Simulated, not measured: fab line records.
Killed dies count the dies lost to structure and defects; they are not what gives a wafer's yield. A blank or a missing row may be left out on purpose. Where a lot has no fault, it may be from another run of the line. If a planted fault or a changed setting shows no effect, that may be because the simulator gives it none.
A lot that was struck, set against a sound lot || flow sky130 || 30 out of 708 route steps
Sound: wafers L217.1, L217.2, L217.3. Struck: wafers L228.2, L228.4. (L228.1 of the same lot was not struck and is left out.) The cause comes at the end.
Per side, at each step with rows, come the tool, then ch with its chambers, and then its first start. Under that, the readings that differ: sound wafers || struck wafers || difference of the means || sigmas: that difference in standard deviations of wafers without a fault.
alike: words and numbers the same on both sides, and readings whose means are apart by under 2 such deviations; not compared: readings that were withheld, readings missing a value for some wafer, numbers with overlapping values and no deviation given by the record, and bounds like >300 which may hide the same value.
A row with sigmas, a row that says differs or no value, or rows on one side alone: a step with any of these is where the two part. Non-overlapping numbers with no deviation appear without sigmas and do not part them. Lack of a reading on every wafer of one side parts them only where that side has two or more wafers.

first, 1 step without rows for these wafers: SKY_CONTACT_ETCH_18 (etches Si3N4 in CHF3/O2, stops on TiN, time 39 s, target depth 75 nm).
SKY_CONTACT_STRIP_19: strips in O2/N2.
  sound on plasma_asher-01 ch 0,1, day 34 04:43; struck on plasma_asher-01 ch 0, day 37 12:55
  alike: drypump_motor_current_A, oes_product_au, strip_time_to_endpoint_s
  not compared: rf_hours_counter_h
then, 3 steps without rows for these wafers: SKY_CONTACT_STRIP_20 (strips in post etch residue remover, time 1200 s); SKY_CONTACT_CLEAN_21 (cleans in IPA, time 180 s); SKY_CONTACT_CLEAN_22 (cleans in O3/DIW).
SKY_CONTACT_SPUTTER_23: material TiN, target thk 20 nm, time 80 s.
  sound: pvd_sputter-04 at day 34 05:18; struck: pvd_sputter-04 at day 37 13:30
  alike: throttle_valve_pct
then, 1 step without rows for these wafers: SKY_CONTACT_CVD_24 (deposits W, target thk 340 nm, time 102.12 s).
SKY_CONTACT_RS_MEAS_25: a four-point-probe measurement.
  sound: film_metro-03 at day 34 05:28; struck: film_metro-04 at day 37 13:41
  alike: CONTACT_W_RS
SKY_CONTACT_THK_MEAS_26: measures by xrf.
  sound: film_metro-03 at day 34 05:35; struck: film_metro-04 at day 37 13:48
  alike: CONTACT_W_THK
then, 1 step without rows for these wafers: SKY_CONTACT_CMP_27 (polishes, stops on SiO2, t overpolish 15 s, target thk 0 nm).
SKY_METAL1_SPUTTER_00: material Ti, target thk 15 nm, time 10 s.
  sound: pvd_sputter-02 at day 34 05:57; struck: pvd_sputter-02 at day 37 14:23
  alike: throttle_valve_pct
then, 1 step without rows for these wafers: SKY_METAL1_SPUTTER_01 (material TiN, target thk 20 nm, time 16.7 s).
SKY_METAL1_SPUTTER_02: material AlCu, target thk 250 nm, time 13.3 s.
  sound: pvd_sputter-02 at day 34 06:00; struck: pvd_sputter-02 at day 37 14:25
{"reading": "model.AlCu_of_METAL1_SPUTTER_02.thk_nm (nm)", "sound": "253.2 255.1 253", "struck": "382.1 384.9", "difference": "+129.7", "sigmas": ""}
  alike: throttle_valve_pct
then, 2 steps without rows for these wafers: SKY_METAL1_SPUTTER_03 (material Ti, target thk 5 nm, time 3.3 s); SKY_METAL1_SPUTTER_04 (material TiN, target thk 70 nm, time 58.3 s).
SKY_METAL1_RS_MEAS_05: a four-point-probe measurement.
  sound: film_metro-04 at day 34 06:05; struck: film_metro-02 at day 37 14:48
{"reading": "METAL1_ALCU_RS (ohm/sq)", "sound": "0.1253 0.1239 0.1251", "struck": "0.0820 0.0814", "difference": -0.0431, "sigmas": -33}
  not compared: hold
SKY_METAL1_THK_MEAS_06: measures by xrf.
  sound: film_metro-04 at day 34 06:13; struck: film_metro-02 at day 37 17:34
{"reading": "METAL1_ALCU_THK (nm)", "sound": "251 252 251", "struck": "376 377", "difference": "+125", "sigmas": "+40"}
  not compared: hold
then, 7 steps without rows for these wafers: SKY_METAL1_HMDS_08 (prime time 60 s); SKY_METAL1_COAT_09 (resist thk 59.4 nm); SKY_METAL1_COAT_10 (resist thk 450 nm); SKY_METAL1_SOFTBAKE_11 (time 90 s); SKY_METAL1_EXPOSE_12 (exposes mask MM1, target cd 140 nm); SKY_METAL1_PEB_13; SKY_METAL1_DEVELOP_14 (develop time 60 s).
SKY_METAL1_CD_MEAS_15 targets a cd of 140 nm.
  sound: cd_sem-02 at day 35 07:46; struck: cd_sem-01 at day 38 16:49
  alike: cd_nm
SKY_METAL1_OVL_MEAS_16:
  sound: overlay-01 at day 35 07:53; struck: overlay-01 at day 38 16:56
  alike: METAL1_OVL
then, 1 step without rows for these wafers: SKY_METAL1_DESCUM_17 (chemistry O2, time 8 s).
SKY_METAL1_ETCH_18: etches BARC in N2/H2, stops on SiO2, time 45.9 s, target depth 60 nm.
  sound on rie_metal-01 ch 0,1, day 35 07:57; struck on rie_metal-02 ch 1, day 38 17:02
  alike: drypump_motor_current_A, h2_flow_sccm, he_backside_leak_sccm, oes_product_au, throttle_valve_pct
  not compared: rf_hours_counter_h
SKY_METAL1_METAL_ETCH_19: etches the open film in Cl2/BCl3, stops on SiO2, target depth 360 nm, time 78 s.
  sound on rie_metal-01 ch 0,1, day 35 08:01; struck on rie_metal-02 ch 1, day 38 17:10
{"reading": "oes_product_au (a.u.)", "sound": "0.853 0.864 0.857", "struck": "0.990 0.996", "difference": "+0.135", "sigmas": "+23"}
  alike: drypump_motor_current_A, he_backside_leak_sccm, throttle_valve_pct
  not compared: rf_hours_counter_h
SKY_METAL1_STRIP_20: strips in O2/N2.
  sound on plasma_asher-02 ch 0,1, day 35 08:06; struck on plasma_asher-04 ch 0,1, day 38 17:20
{"reading": "drypump_motor_current_A (A)", "sound": "6.07 6.71 6.71", "struck": "5.74 5.89", "difference": -0.68, "sigmas": -2}
  alike: oes_product_au, strip_time_to_endpoint_s
  not compared: rf_hours_counter_h

## WHERE THEY PART
First at SKY_METAL1_RS_MEAS_05; last, within this record, at SKY_METAL1_STRIP_20.

WHY: whatever the simulator had introduced
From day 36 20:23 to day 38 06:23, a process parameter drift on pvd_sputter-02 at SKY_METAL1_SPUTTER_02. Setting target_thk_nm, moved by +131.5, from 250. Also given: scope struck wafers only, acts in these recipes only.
